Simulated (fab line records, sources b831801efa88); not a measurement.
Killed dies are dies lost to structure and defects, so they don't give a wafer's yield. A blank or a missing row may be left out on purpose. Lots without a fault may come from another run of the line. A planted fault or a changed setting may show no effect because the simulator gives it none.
Split-lot experiment | flow sky130 | 5 lots, 23 wafers read, on a route of 708 steps

THE SPLIT
At SKY_METAL5_SPUTTER_04 (material TiN, target thk 70 nm, time 58.3 s), the setting power_w was moved away from the recipe's 6500 W on 8 of the 23 wafers read, by -8.2% to +3.8%. The other wafers ran this setting at the recipe's value.

The reading is taken at the split's own step.

THE READING
TiN_of_METAL5_SPUTTER_04.thk_nm (the simulator's own value, which no gauge read), in nm, at SKY_METAL5_SPUTTER_04 (material TiN, target thk 70 nm, time 58.3 s). The file gives no usual value for it. The 15 wafers here that ran the recipe average 70.00 nm, standard deviation 0.7 nm.

wafer  | tool, chamber at the split | power_w as run, W | against the recipe | TiN_of_METAL5_SPUTTER_04.thk_nm, nm | against lot-mates on the recipe
L074.1 | pvd_sputter-04, -          | 6500              | recipe             | 70.9                                | -
L074.2 | pvd_sputter-04, -          | 6500              | recipe             | 70.34                               | -
L074.3 | pvd_sputter-04, -          | 6747              | +3.8%              | 72.73                               | +2.17
L074.5 | pvd_sputter-04, -          | 6747              | +3.8%              | 73.5                                | +2.94
L074.6 | pvd_sputter-04, -          | 6500              | recipe             | 70.43                               | -
L076.1 | pvd_sputter-03, -          | 6500              | recipe             | 70.6                                | -
L076.2 | pvd_sputter-03, -          | 6500              | recipe             | 70.96                               | -
L076.5 | pvd_sputter-03, -          | 6500              | recipe             | 70.24                               | -
L080.2 | pvd_sputter-01, -          | 6500              | recipe             | 71.15                               | -
L080.3 | pvd_sputter-01, -          | 5964              | -8.2%              | 64.93                               | -5.42
L080.4 | pvd_sputter-01, -          | 5964              | -8.2%              | 64.9                                | -5.45
L080.5 | pvd_sputter-01, -          | 5964              | -8.2%              | 64.28                               | -6.07
L080.6 | pvd_sputter-01, -          | 6500              | recipe             | 69.55                               | -
L079.1 | pvd_sputter-03, -          | 6500              | recipe             | 69.56                               | -
L079.2 | pvd_sputter-03, -          | 6500              | recipe             | 68.84                               | -
L079.3 | pvd_sputter-03, -          | 6500              | recipe             | 68.87                               | -
L079.4 | pvd_sputter-03, -          | 6500              | recipe             | 69.43                               | -
L079.5 | pvd_sputter-03, -          | 6500              | recipe             | 69.68                               | -
L083.1 | pvd_sputter-01, -          | 6248              | -3.9%              | 66.15                               | -3.54
L083.2 | pvd_sputter-01, -          | 6248              | -3.9%              | 67.12                               | -2.57
L083.3 | pvd_sputter-01, -          | 6248              | -3.9%              | 65.54                               | -4.15
L083.5 | pvd_sputter-01, -          | 6500              | recipe             | 69.63                               | -
L083.6 | pvd_sputter-01, -          | 6500              | recipe             | 69.76                               | -

THE FIT
A straight line over all 23 wafers: TiN_of_METAL5_SPUTTER_04.thk_nm changes by +0.711 nm for each +1% of power_w; r = +0.95; the points scatter about the line by 0.8 nm.
The same after taking each lot's own level away (the mean of its wafers on the recipe; 23 wafers): +0.708 nm for each +1%; r = +0.98; scatter 0.52 nm.
On that fit, the largest move of power_w shifts the reading by 5.8 nm.
The lots' own levels span 69.276 to 70.600 nm, that is 1.9 times the standard deviation above.
So the lot-to-lot level changes the slope little: the two slopes agree.
Check: with one of the wafers moved furthest among these (-8.2%) left out of the fit, the line predicts -6.07 nm for it against its lot-mates. It came out at -5.42 nm against them.

OTHER SPLITS ON THESE WAFERS
These wafers also went through other splits before the reading. Each is held against what the fit with the lots' levels taken away leaves over:
other split on the same wafers | wafers away from the commonest value | r with TiN_of_METAL5_SPUTTER_04.thk_nm (lot level and that fit taken away)
SKY_VIA4_HDPCVD_00 time_s      | 8                                    | +0.14

THE FILE'S OWN FIT
TiN_of_METAL5_SPUTTER_04.thk_nm changes by +0.714 nm for each +1% of power_w, r = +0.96.
